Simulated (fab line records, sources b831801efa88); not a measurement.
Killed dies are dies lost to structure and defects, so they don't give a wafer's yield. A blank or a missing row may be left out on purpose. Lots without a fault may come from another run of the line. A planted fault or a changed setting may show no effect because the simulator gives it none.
fab line records | flow sfq_line
record lots=6 wafers=18 last_day=96
route steps=325 shown I1@77 M2@88 I2@103 M3@118 M8@325
lots that met no fault: from a run of the same line without faults
start_h: hours from the record's first day to the start of the lot's first wafer shown | wait_h: hours since the lot's step before | " the same as in the row above | L1.1+2: a row that stands for several wafers | - no value, or no start given | * or withheld: withheld | < > ~ a bound
route shown NAME@n: a module of which the file shows steps, and the number in the route of the first | usual: mean/standard deviation of fault-free wafers | same: alike in all rows | chamber/n: place in a boat | sites: the reading at each site | _std_site: their standard deviation | _edge_site: outer sites' mean less inner sites' | radius_mm: how far each site lies from the wafer's centre | mask NAME#n: copy n | behind: the tool/chamber that last shaped the wafer | hold: why the lot was held/for how many hours/how that ended | device: the transistor (n, p or np) that didn't switch | end of line: the same wafers' tests at the end of the route | a step without rows: its recipe alone | killed: dies lost to structure and defects at the first sort, not the wafer's yield | map: a wafer's dies, x killed, . not, _ none there
set.NAME: the setting as run; set.NAME@STEP: as run at that earlier step | model.NAME: the simulator's own value behind a step, which no gauge read
lots at some steps of the route; a table a step, a row a wafer
services: from which hour (start_h, from the record's first day; less than 0 if before it) a tool's chamber was out of use, for how many hours, and why
## steps
# step SFQ_TRILAYER_I1_VIA_LITHO_COAT_054
# recipe resist=BARC spin_rpm=3000 resist_thk_nm=62
# step SFQ_TRILAYER_I1_VIA_LITHO_COAT_049
# recipe resist=KrF spin_rpm=3000 resist_thk_nm=650
# step SFQ_TRILAYER_I1_VIA_LITHO_SOFTBAKE_053
# recipe temp_c=withheld time_s=withheld resist=KrF
# step SFQ_TRILAYER_I1_VIA_LITHO_EXPOSE_050
# recipe mask_id=I1 na=0.6 source_shape=conventional sigma_outer=0.65 target_cd_nm=500 dose_mj=21.3
# step SFQ_TRILAYER_I1_VIA_LITHO_PEB_052
# recipe peb_temp_c=115 peb_time_s=60 resist=KrF
# step SFQ_TRILAYER_I1_VIA_LITHO_DEVELOP_051
# recipe time_s=60 resist=KrF
# step SFQ_I1_OVL_MEAS_913
# usual I1_OVL=0/4.5
# columns lot.wafer tool chamber start_h wait_h I1_OVL[nm]
L880.2 overlay-02 - 765.74 0.1 -1
L880.5 " - " " 10
L880.6 " - " " 6
L888.2 overlay-02 - 851.28 0.1 -10
L888.3 " - " " -2
L888.5 " - " " -7
L889.3 overlay-01 - 858.48 0.1 4
L889.5 " - " " 7
L889.6 " - " " 2
L891.2 overlay-01 - 864.48 0.1 2
L891.3 " - " " 4
L891.6 " - " " -1
L895.2 overlay-01 - 919.27 0.1 9
L895.4 " - " " 4
L895.5 " - " " 8
L898.1 overlay-02 - 944.06 0.1 -1
L898.2 " - " " 4
L898.3 " - " " -1
# step SFQ_TRILAYER_I1_VIA_BARC_OPEN_VIA_ETCH_071
# recipe mask_material=PR chemistry=O2 target_depth_nm=125 target=BARC source_w=500 bias_w=78.31 pressure_mtorr=30 time_s=41.7
# step SFQ_TRILAYER_I1_VIA_ETCH_VIA_ETCH_052
# recipe target=SiO2 stop_on=Nb mask_material=PR taper_deg=20 chemistry=CHF3 target_depth_nm=260 source_w=500 bias_w=80 pressure_mtorr=30 time_s=withheld
# usual drypump_motor_current_A=6.0/0.35 oes_product_au=0.855/0.0055
# columns lot.wafer tool chamber start_h wait_h drypump_motor_current_A oes_product_au
L880.2 rie_diel-02 3 765.81 0.0 6.4 0.853
L880.5 " 2 " " 6.3 0.860
L880.6 " 1 " " 5.7 0.853
L888.2 rie_diel-02 2 851.35 0.0 6.3 0.855
L888.3 " 0 " " 6.1 0.859
L888.5 " 2 " " 6.3 0.859
L889.3 rie_diel-02 3 858.55 0.0 6.4 0.856
L889.5 " 3 " " 6.4 0.863
L889.6 " 2 " " 6.2 0.852
L891.2 rie_diel-02 2 864.55 0.0 6.3 0.856
L891.3 " 0 " " 6.1 0.853
L891.6 " 2 " " 6.3 0.858
L895.2 rie_diel-02 1 919.34 0.0 5.7 0.852
L895.4 " 3 " " 6.4 0.855
L895.5 " 0 " " 6.1 0.857
L898.1 rie_diel-02 3 944.14 0.0 6.4 0.851
L898.2 " 2 " " 6.2 0.850
L898.3 " 0 " " 6.1 0.848
# step SFQ_TRILAYER_I1_VIA_STRIP_STRIP_053
# recipe gas=O2 power_w=200 platen_temp_c=40 overash_fraction=0.65 chemistry=O2 pressure_mtorr=50
# usual drypump_motor_current_A=5.90/0.27 oes_product_au=1.000/0.0085
# columns lot.wafer tool chamber start_h wait_h drypump_motor_current_A oes_product_au rf_hours_counter_h
L880.2 rie_metal-01 0 766.12 - 5.65 1.010 -
L880.5 " 0 " " 5.67 1.012 -
L880.6 " 0 " " 5.62 1.013 -
L888.2 rie_metal-03 0 851.46 - 6.34 1.003 52
L888.3 " 0 " " 6.33 0.999 -
L888.5 " 1 " " 5.80 0.994 -
L889.3 rie_metal-03 0 858.86 - 6.34 0.996 -
L889.5 " 0 " " 6.33 1.004 -
L889.6 " 1 " " 5.83 0.992 -
L891.2 rie_metal-01 1 864.66 - 5.83 1.005 67
L891.3 " 0 " " 5.66 1.003 -
L891.6 " 0 " " 5.64 1.001 -
L895.2 rie_metal-03 0 919.45 - 6.34 0.992 61
L895.4 " 1 " " 5.83 0.992 -
L895.5 " 1 " " 5.82 0.993 -
L898.1 rie_metal-04 0 944.25 - 5.69 0.983 100
L898.2 " 0 " " 5.69 0.987 -
L898.3 " 0 " " 5.68 0.983 -
# step SFQ_TRILAYER_I1_VIA_STRIP_SOLV_CLEAN_054
# recipe chemistry=NMP temp_c=70 time_s=600
# step SFQ_TRILAYER_M2_DEP_PRE_CLEAN_056
# recipe gas=Ar time_s=22.5 bias_v=250
# step SFQ_TRILAYER_M2_DEP_SPUTTER_055
# recipe material=Nb base_pressure_pa=1.33e-06 chamber_pressure_pa=0.1333 substrate_temp_c=20 resputter_cathode_voltage_v=400 target_thk_nm=200 power_w=2000 time_s=133.3
# usual base_pressure_pa=1.33e-06/8.5e-08 throttle_valve_pct=29.8/0.76
# columns lot.wafer tool chamber start_h wait_h base_pressure_pa throttle_valve_pct model.Nb_of_TRILAYER_M2_DEP_SPUTTER_055.thk_nm
L880.2 pvd_sputter-04 - 767.32 0.0 1.24e-06 30.3 197
L880.5 " - " " 1.32e-06 30.3 199.1
L880.6 " - " " 1.2e-06 28.8 197.9
L888.2 pvd_sputter-03 - 852.26 0.0 1.18e-06 29.3 60.85
L888.3 " - " " 1.43e-06 30.4 62.37
L888.5 " - " " 1.15e-06 30.1 61.42
L889.3 pvd_sputter-03 - 859.46 0.0 1.31e-06 29.3 60.03
L889.5 " - " " 1.42e-06 30.3 62.25
L889.6 " - " " 1.54e-06 29.6 62.66
L891.2 pvd_sputter-05 - 865.48 0.0 1.35e-06 29.1 202.1
L891.3 " - " " 1.3e-06 30.8 200.8
L891.6 " - " " 1.25e-06 28.0 201
L895.2 pvd_sputter-03 - 920.25 0.0 1.48e-06 30.2 199.6
L895.4 " - " " 1.56e-06 30.1 199.1
L895.5 " - " " 1.19e-06 30.1 199.6
L898.1 pvd_sputter-04 - 945.66 0.0 1.23e-06 28.9 198.1
L898.2 " - " " 1.46e-06 29.6 197.7
L898.3 " - " " 1.38e-06 30.5 197.4
# step SFQ_M2_RS_MEAS_914
# recipe thk_meas_gauge=four-point-probe reads=Nb_of_TRILAYER_M2_DEP_SPUTTER_055
# usual M2_NB_RS=0.893/0.0073
# columns lot.wafer tool chamber start_h wait_h M2_NB_RS[ohm/sq]
L880.2 film_metro-02 - 767.43 0.1 0.905
L880.5 " - " " 0.893
L880.6 " - " " 0.901
L888.2 film_metro-04 - 852.37 0.1 3.000
L888.3 " - " " 2.931
L888.5 " - " " 2.980
L889.3 film_metro-01 - 859.59 0.1 3.050
L889.5 " - " " 2.939
L889.6 " - " " 2.907
L891.2 film_metro-04 - 865.59 0.1 0.881
L891.3 " - " " 0.887
L891.6 " - " " 0.888
L895.2 film_metro-01 - 920.36 0.1 0.890
L895.4 " - " " 0.893
L895.5 " - " " 0.893
L898.1 film_metro-02 - 945.75 0.0 0.899
L898.2 " - " " 0.902
L898.3 " - " " 0.902
# step SFQ_TRILAYER_M2_LITHO_COAT_062
# recipe resist=BARC spin_rpm=3000 resist_thk_nm=62
# step SFQ_TRILAYER_M2_LITHO_COAT_057
# recipe resist=KrF spin_rpm=3000 resist_thk_nm=600
# step SFQ_TRILAYER_M2_LITHO_SOFTBAKE_061
# recipe temp_c=withheld time_s=withheld resist=KrF
# step SFQ_TRILAYER_M2_LITHO_EXPOSE_058
# recipe mask_id=M2 na=0.6 source_shape=conventional sigma_outer=0.65 target_cd_nm=500 dose_mj=14.4
# step SFQ_TRILAYER_M2_LITHO_PEB_060
# recipe peb_temp_c=115 peb_time_s=60 resist=KrF
# step SFQ_TRILAYER_M2_LITHO_DEVELOP_059
# recipe time_s=60 resist=KrF
# step SFQ_M2_OVL_MEAS_916
# usual M2_OVL=1/5.1
# columns lot.wafer tool chamber start_h wait_h M2_OVL[nm]
L880.2 overlay-02 - 913.27 0.1 9
L880.5 " - " " 6
L880.6 " - " " 2
L888.2 overlay-01 - 985.12 0.1 3
L888.3 " - " " -2
L888.5 " - " " 0
L889.3 overlay-02 - 991.13 0.1 3
L889.5 " - " " -1
L889.6 " - " " 5
L891.2 overlay-01 - 995.92 0.1 5
L891.3 " - " " 3
L891.6 " - " " 9
L895.2 overlay-01 - 1057.08 0.1 -2
L895.4 " - " " 1
L895.5 " - " " 1
L898.1 overlay-01 - 1081.07 0.1 5
L898.2 " - " " 12
L898.3 " - " " 13
# step SFQ_TRILAYER_M2_BARC_OPEN_METAL_ETCH_077
# recipe mask_material=PR chemistry=O2 target_depth_nm=125 target=BARC icp_w=584.8 bias_w=80 pressure_mtorr=10 time_s=41.7
# step SFQ_TRILAYER_M2_ETCH_METAL_ETCH_060
# recipe target=Nb stop_on=SiO2 mask_material=PR chemistry=Cl2/Ar target_depth_nm=240 icp_w=600 bias_w=80 pressure_mtorr=10 time_s=120
# usual drypump_motor_current_A=6.0/0.32 oes_product_au=0.893/0.006
# same time_s=120
# columns lot.wafer tool chamber start_h wait_h drypump_motor_current_A oes_product_au rf_hours_counter_h
L880.2 rie_metal-03 1 913.35 0.0 5.8 0.886 12
L880.5 " 1 " " 5.8 0.896 -
L880.6 " 0 " " 6.3 0.890 -
L888.2 rie_metal-04 1 985.21 0.0 6.4 0.535 71
L888.3 " 0 " " 5.7 0.547 -
L888.5 " 1 " " 6.4 0.543 -
L889.3 rie_metal-03 0 991.25 0.1 6.3 0.530 -
L889.5 " 0 " " 6.3 0.536 -
L889.6 " 1 " " 5.8 0.536 -
L891.2 rie_metal-03 1 996.01 0.0 5.8 0.901 21
L891.3 " 1 " " 5.8 0.900 -
L891.6 " 0 " " 6.3 0.903 -
L895.2 rie_metal-02 1 1057.17 0.0 6.0 0.898 47
L895.4 " 1 " " 6.0 0.888 -
L895.5 " 1 " " 6.0 0.896 -
L898.1 rie_metal-03 0 1081.17 0.0 6.4 0.886 81
L898.2 " 1 " " 5.8 0.890 32
L898.3 " 1 " " 5.8 0.888 -
# step SFQ_TRILAYER_M2_STRIP_STRIP_061
# recipe gas=O2 power_w=200 platen_temp_c=40 overash_fraction=0.65 chemistry=O2 pressure_mtorr=50
# usual drypump_motor_current_A=6.0/0.33 oes_product_au=0.994/0.0071
# columns lot.wafer tool chamber start_h wait_h drypump_motor_current_A oes_product_au rf_hours_counter_h
L880.2 rie_metal-03 1 913.48 0.1 5.8 0.981 12
L880.5 " 1 " " 5.8 0.991 -
L880.6 " 0 " " 6.3 0.990 -
L888.2 rie_metal-04 1 985.33 0.1 6.4 1.006 71
L888.3 " 0 " " 5.7 1.001 -
L888.5 " 1 " " 6.4 0.998 -
L889.3 rie_metal-03 0 991.53 0.2 6.3 1.005 -
L889.5 " 0 " " 6.3 1.002 -
L889.6 " 1 " " 5.8 0.988 -
L891.2 rie_metal-03 1 996.13 0.1 5.8 0.986 21
L891.3 " 1 " " 5.8 0.996 -
L891.6 " 0 " " 6.3 1.005 -
L895.2 rie_metal-02 1 1057.30 0.1 6.0 0.983 47
L895.4 " 1 " " 6.0 0.983 -
L895.5 " 1 " " 6.0 0.984 -
L898.1 rie_metal-03 0 1081.30 0.1 6.4 0.994 81
L898.2 " 1 " " 5.8 0.996 32
L898.3 " 1 " " 5.8 1.000 -
# step SFQ_TRILAYER_M2_STRIP_SOLV_CLEAN_062
# recipe chemistry=NMP temp_c=70 time_s=600
# step SFQ_TRILAYER_I2_DEP_PECVD_063
# recipe material=SiO2 temp_c=150 time_s=111.11 pressure_torr=2.4 rf_w=183.3 precursor=SiH4/N2O target_thk_nm=500
# step SFQ_TRILAYER_I2_CMP_CMP_064
# recipe material=SiO2 down_force_psi=3 platen_rpm=60 pad_velocity_m_s=0.94248
# usual motor_current_A=10.2/0.94 retaining_ring_pressure_frac=1.000/0.0051 slurry_flow_ml_min=150.1/0.45 time_to_endpoint_s=217/6.8
# columns lot.wafer tool chamber start_h wait_h motor_current_A retaining_ring_pressure_frac slurry_flow_ml_min time_to_endpoint_s
L880.2 cmp-01 0 916.59 2.3 9.4 0.994 149.9 227
L880.5 " 3 918.09 3.8 10.0 1.003 149.7 218
L880.6 " 0 " " 10.0 0.998 150.5 220
L888.3 cmp-01 2 986.19 0.0 10.8 1.007 150.2 213
L888.2 " 3 " " 9.9 1.002 149.5 213
L888.5 " 3 988.69 2.5 10.2 1.010 149.2 220
L889.3 cmp-02 2 993.36 1.0 12.3 0.997 149.2 208
L889.6 " 0 994.36 2.0 8.5 0.989 150.3 216
L889.5 " 1 " " 12.4 0.994 149.8 218
L891.3 cmp-02 0 997.99 1.0 8.8 1.009 149.3 215
L891.2 " 1 " " 11.4 1.008 149.9 219
L891.6 " 2 " " 11.2 0.997 150.2 226
L895.2 cmp-02 1 1061.83 3.7 11.4 0.991 150.5 221
L895.4 " 0 1063.33 5.2 9.1 1.000 149.5 227
L895.5 " 2 1064.33 6.2 11.1 1.001 150.1 221
L898.1 cmp-01 1 1084.63 2.5 9.6 1.000 150.1 210
L898.3 " 2 " " 10.2 0.999 150.0 216
L898.2 " 0 1086.13 4.0 9.6 1.000 149.8 211
# step SFQ_I2_BOW_MEAS_917
# recipe mode=bow
# usual I2_BOW=1/9.7
# columns lot.wafer tool chamber start_h wait_h I2_BOW[um]
L880.2 film_metro-04 - 919.11 2.0 -6
L880.5 " - " " 3
L880.6 " - " " -4
L888.2 film_metro-04 - 989.21 2.0 -3
L888.3 " - " " 6
L888.5 " - " " -8
L889.3 film_metro-02 - 995.40 1.5 23
L889.5 " - " " 18
L889.6 " - " " 14
L891.2 film_metro-02 - 1000.01 1.0 0
L891.3 " - " " 3
L891.6 " - " " -6
L895.2 film_metro-02 - 1064.85 2.5 3
L895.4 " - " " -9
L895.5 " - " " -7
L898.1 film_metro-02 - 1087.63 2.5 0
L898.2 " - " " -10
L898.3 " - " " 0
# step SFQ_TRILAYER_I2_METRO_MEASURE_065
# usual thk_nm=200.0/0.8
# columns lot.wafer tool chamber start_h wait_h thk_nm
L880.2 film_metro-04 - 919.41 0.3 199.8
L880.5 " - " " 198.7
L880.6 " - " " 200.3
L888.2 film_metro-04 - 989.51 0.3 201.8
L888.3 " - " " 201.6
L888.5 " - " " 200.7
L889.3 film_metro-02 - 995.88 0.5 200.2
L889.5 " - " " 199.8
L889.6 " - " " 200.4
L891.2 film_metro-02 - 1000.31 0.3 198.8
L891.3 " - " " 199.9
L891.6 " - " " 199.9
L895.2 film_metro-02 - 1065.15 0.3 200.0
L895.4 " - " " 200.3
L895.5 " - " " 199.8
L898.1 film_metro-02 - 1087.75 0.1 199.7
L898.2 " - " " 200.3
L898.3 " - " " 200.0
# step SFQ_TRILAYER_I2_VIA_LITHO_COAT_072
# recipe resist=BARC spin_rpm=3000 resist_thk_nm=62
# step SFQ_TRILAYER_I2_VIA_LITHO_COAT_067
# recipe resist=KrF spin_rpm=3000 resist_thk_nm=650
# step SFQ_TRILAYER_I2_VIA_LITHO_SOFTBAKE_071
# recipe temp_c=withheld time_s=withheld resist=KrF
# step SFQ_TRILAYER_I2_VIA_LITHO_EXPOSE_068
# recipe mask_id=I2 na=0.6 source_shape=conventional sigma_outer=0.65 target_cd_nm=500 dose_mj=21.3
# step SFQ_TRILAYER_I2_VIA_LITHO_PEB_070
# recipe peb_temp_c=115 peb_time_s=60 resist=KrF
# step SFQ_TRILAYER_I2_VIA_LITHO_DEVELOP_069
# recipe time_s=60 resist=KrF
# step SFQ_I2_OVL_MEAS_918
# usual I2_OVL=1/6
# columns lot.wafer tool chamber start_h wait_h I2_OVL[nm]
L880.2 overlay-01 - 1055.88 0.1 4
L880.5 " - " " 4
L880.6 " - " " 7
L888.2 overlay-01 - 1126.59 0.1 -2
L888.3 " - " " 1
L888.5 " - " " 4
L889.3 overlay-01 - 1132.60 0.1 -1
L889.5 " - " " -1
L889.6 " - " " 5
L891.2 overlay-01 - 1138.72 0.1 -7
L891.3 " - " " 5
L891.6 " - " " 1
L895.2 overlay-01 - 1206.04 0.1 -2
L895.4 " - " " -2
L895.5 " - " " -5
L898.1 overlay-02 - 1228.96 0.1 5
L898.2 " - " " 5
L898.3 " - " " 6
# step SFQ_TRILAYER_I2_VIA_BARC_OPEN_VIA_ETCH_096
# recipe mask_material=PR chemistry=O2 target_depth_nm=125 target=BARC source_w=500 bias_w=80 pressure_mtorr=30 time_s=40.49
# step SFQ_TRILAYER_I2_VIA_ETCH_VIA_ETCH_070
# recipe target=SiO2 stop_on=Nb mask_material=PR taper_deg=20 chemistry=CHF3 target_depth_nm=260 source_w=500 bias_w=80 pressure_mtorr=30 time_s=withheld
# step SFQ_TRILAYER_I2_VIA_STRIP_STRIP_071
# recipe gas=O2 power_w=200 platen_temp_c=40 overash_fraction=0.65 chemistry=O2 pressure_mtorr=50
# step SFQ_TRILAYER_I2_VIA_STRIP_SOLV_CLEAN_072
# recipe chemistry=NMP temp_c=70 time_s=600
# step SFQ_TRILAYER_M3_DEP_PRE_CLEAN_074
# recipe gas=Ar time_s=22.5 bias_v=250
# step SFQ_M8_BOW_MEAS_951
# recipe mode=bow
# usual M8_BOW=10/11
# columns lot.wafer tool chamber start_h wait_h M8_BOW[um] model.etest.m2.ohm_um model.etest.i1.link_ohm model.etest.m2.ohm_sq model.etest.i2.link_ohm
L880.2 film_metro-02 - 2080.37 0.0 6 1.803 1.99 0.9038 1.973
L880.5 " - " " 16 1.782 1.99 0.8939 1.978
L880.6 " - " " 8 1.796 1.993 0.8998 1.981
L888.2 film_metro-04 - 2139.81 0.0 -4 5.825 4.435 2.925 4.009
L888.3 " - " " 5 5.692 4.34 2.854 3.949
L888.5 " - " " -10 5.783 4.394 2.898 3.981
L889.3 film_metro-04 - 2143.05 0.0 39 5.928 4.465 2.966 4.014
L889.5 " - " " 33 5.727 4.346 2.86 3.91
L889.6 " - " " 29 5.692 4.329 2.841 3.89
L891.2 film_metro-04 - 2152.75 0.0 9 1.772 1.952 0.8808 1.954
L891.3 " - " " 11 1.785 1.952 0.8866 1.948
L891.6 " - " " 3 1.781 1.949 0.8858 1.964
L895.2 film_metro-03 - 2248.97 0.0 9 1.778 1.965 0.8917 1.968
L895.4 " - " " -1 1.782 1.983 0.8943 1.972
L895.5 " - " " 1 1.778 1.978 0.892 1.963
L898.1 film_metro-03 - 2293.74 0.0 8 1.802 1.964 0.8986 1.986
L898.2 " - " " 1 1.792 1.969 0.9003 1.984
L898.3 " - " " 9 1.803 1.965 0.9018 1.981
## services
# columns tool chamber start_h hours kind
rie_diel-02 - 744.42 2.5 repair
cmp-01 - 745.38 4.0 pm
rie_metal-03 0 747.76 1.9 repair
rie_metal-03 - 752.72 0.9 repair
rie_metal-04 0 764.15 5.4 repair
film_metro-02 - 794.23 1.7 pm
cmp-02 - 800.58 0.4 repair
cmp-02 - 831.89 2.2 repair
cmp-02 - 833.00 0.5 repair
pvd_sputter-03 - 860.01 0.8 repair
rie_diel-02 0 860.60 1.9 repair
rie_metal-04 - 865.90 2.8 pm
cmp-01 - 881.88 4.2 pm
cmp-02 - 918.09 4.0 pm
film_metro-02 - 921.96 0.9 pm
cmp-01 - 926.32 0.4 repair
film_metro-02 - 931.51 1.4 pm
film_metro-02 - 973.55 0.7 repair
rie_diel-02 1 976.84 5.8 repair
film_metro-02 - 1039.23 0.9 pm
rie_diel-02 2 1045.09 6.0 repair
rie_diel-02 0 1045.99 4.9 repair
rie_metal-03 - 1047.43 14.0 repair
rie_diel-02 1 1059.08 1.4 repair
## key
first_sign step=SFQ_M2_RS_MEAS_914 reading=M2_NB_RS direction=up sigmas=99+ usual=0.893 struck=2.968
effect step=SFQ_TRILAYER_M2_ETCH_METAL_ETCH_060 reading=oes_product_au direction=down sigmas=59 usual=0.893 struck=0.538
model_effect step=SFQ_TRILAYER_M2_DEP_SPUTTER_055 value=Nb_of_TRILAYER_M2_DEP_SPUTTER_055.thk_nm without=199.4 struck=61.6
model_effect step=SFQ_M8_BOW_MEAS_951 value=etest.m2.ohm_um without=1.783 struck=5.774
met_at SFQ_TRILAYER_M2_DEP_SPUTTER_055
struck_wafers L888.2,L888.3,L888.5,L889.3,L889.5,L889.6
fault kind=process_parameter_drift tool=pvd_sputter-03 chamber=- onset_h=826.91 steps=SFQ_TRILAYER_M2_DEP_SPUTTER_055 channel=time_s offset=* shape=step end_h=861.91 acts_in=* stated=*
